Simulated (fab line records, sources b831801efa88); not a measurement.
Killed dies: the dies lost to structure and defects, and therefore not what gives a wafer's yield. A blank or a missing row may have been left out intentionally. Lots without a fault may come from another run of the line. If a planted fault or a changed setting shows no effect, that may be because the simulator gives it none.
Problem report, 8D (eight disciplines) form, completed by code    flow sky130    the parts of the form that need people (team, actions taken, sign-off) are left out

1. WHAT WENT WRONG
Wafers free of any fault read 375.3 (standard deviation 1.6) for PWDE_TW at SKY_PWDE_TW_MEAS_10, against a mean of 402.5 on 9 wafers of 3 lots. Relative to the usual mean, that is a shift of +17 standard deviations.
First seen on wafer L438.2, day 7 18:37, on film_metro-04. The record holds 36 wafers of 12 lots with a number at this step. By rule, "out" or "out of limits" means more than 4 standard deviations away from the usual mean. The rest of the wafers with a number are treated as sound.

2. WHAT IT IS, AND WHAT IT ISN'T
question                     is                            is not
which readings at this step  PWDE_TW                       -
which lots                   L438, L440, L442              L423, L424, L425, L426, L427, L429, L430, L433, L435
which wafers of those lots   all that have a number        -
read on which gauges         film_metro-02, film_metro-04  -
when                         from day 7 18:37              up to then (27 sound wafers)

3. WHAT RULES OUT EACH SUSPECT
Counting: a tool at any process step up to the reading remains a suspect when it ran all the lots that are out and ran no sound lot after the first of those.
- ruled out: the gauge at SKY_PWDE_TW_MEAS_10. The wafers that are out were read on 2 gauges (film_metro-02, film_metro-04).
- implanter-01 at SKY_PWDE_IMPLANT_08: kept. All lots that are out passed through it, beginning with L438 at day 7 18:23, and no sound lot followed; its final sound lot before that point was L435 at day 7 10:06. On those wafers its own readings are out: dose_ions_cm2, faraday_current_uA.
After counting, what remains is implanter-01 at SKY_PWDE_IMPLANT_08.

4. THE CAUSE (what the simulator had put in)
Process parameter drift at SKY_PWDE_IMPLANT_08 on implanter-01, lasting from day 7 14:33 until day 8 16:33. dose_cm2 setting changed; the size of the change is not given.
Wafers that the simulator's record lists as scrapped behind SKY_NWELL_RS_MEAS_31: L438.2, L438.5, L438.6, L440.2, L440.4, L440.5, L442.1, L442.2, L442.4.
Counting left only this tool.

5. SEQUENCE OF EFFECTS, ordered by route
Each row: a reading where the mean over the struck wafers with a number is more than 3 standard deviations away from the usual. Readings are gone through only where the record gives a usual standard deviation; hours: the median, over the lots, of the time from a lot's start at the first step in this table giving one to that lot's start at this step; sigmas: the change measured in usual standard deviations.
hours  step                  reading             usual        on struck wafers  change    sigmas
0      SKY_PWDE_IMPLANT_08   dose_ions_cm2       3.6e+12      4.5e+12           +9.3e+11  +99 or more
0      SKY_PWDE_IMPLANT_08   faraday_current_uA  20.2         25.3              +5.1      +12
0      SKY_PWDE_TW_MEAS_10   PWDE_TW             375.3        402.5             +27.2     +17
43     SKY_NWELL_RS_MEAS_31  PWDE_RS             5267 ohm/sq  4392              -875      -46
Its process steps:
- SKY_PWDE_IMPLANT_08

6. HOW IT WOULD HAVE BEEN CAUGHT EARLIER
The first out-of-limits reading at a measuring or inspecting step in this record came at day 7 18:37, 4 hours after the fault's start at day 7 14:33.
Tool's own readings at SKY_PWDE_IMPLANT_08, dose_ions_cm2, faraday_current_uA: out on all struck wafers the step has rows for; an alarm limit on them would have tripped on the first.
Among the 3 lots that are out, L440, L442 began SKY_PWDE_IMPLANT_08 on implanter-01 after day 7 18:37. A hold on the tool at that time would have spared those 2.
